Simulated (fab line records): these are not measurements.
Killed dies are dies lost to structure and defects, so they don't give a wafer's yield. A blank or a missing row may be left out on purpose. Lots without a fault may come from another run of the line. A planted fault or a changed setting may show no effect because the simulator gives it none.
Chamber matching -- flow sky130 -- pecvd-01 running SKY_CAPM_CVD_00: 3 sister chambers
The step deposits SiO2, target thk 15.5 nm. 16 wafers are shown with their chamber, then 8 later ones without.

WAFERS PAIRED WITH THEIR CHAMBERS
wafer,chamber,heater power w (W)
L077.3,1,882
L077.4,1,891
L077.6,2,644
L078.4,0,704
L078.5,1,845
L078.6,2,636
L079.1,1,894
L079.3,2,586
L079.4,1,885
L083.1,2,538
L083.2,0,727
L083.3,1,882
L083.4,2,528
L083.5,1,912
L083.6,0,731
L088.1,0,685

SIGNATURES (averages over the wafers above)
reading,chamber 0,chamber 1,chamber 2,scatter within a chamber
heater power w,711.75,884.43,586.40,34.4
Rule: a wafer's distance from a chamber is the root of the sum, over the readings, of the square of ((its reading less the chamber's mean) divided by the reading's scatter). If the next closest chamber is less than 2 further off than the closest, the wafer can't be placed; otherwise it belongs to the closest. How the scatter is found: for the shown wafers, subtract from each reading the mean of its chamber, square and add these, divide the total by (wafers less chambers), then take the root.

WAFERS WITH NO CHAMBER GIVEN
wafer,heater power w (W)
L088.2,592
L088.5,600
L090.1,593
L090.2,835
L090.6,796
L096.2,871
L096.3,743
L096.6,670

WHICH CHAMBER EACH ONE RAN IN
wafer,from the rows above,in truth
L088.2,2,2
L088.5,2,2
L090.1,2,2
L090.2,1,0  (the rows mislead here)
L090.6,can't be placed: 0 or 1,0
L096.2,1,1
L096.3,0,0
L096.6,can't be placed: 0 or 2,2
Correctly placed: 5 of 8. Not placeable from these rows: 2 (in 2, the candidates include the true chamber). Placed wrongly: 1.
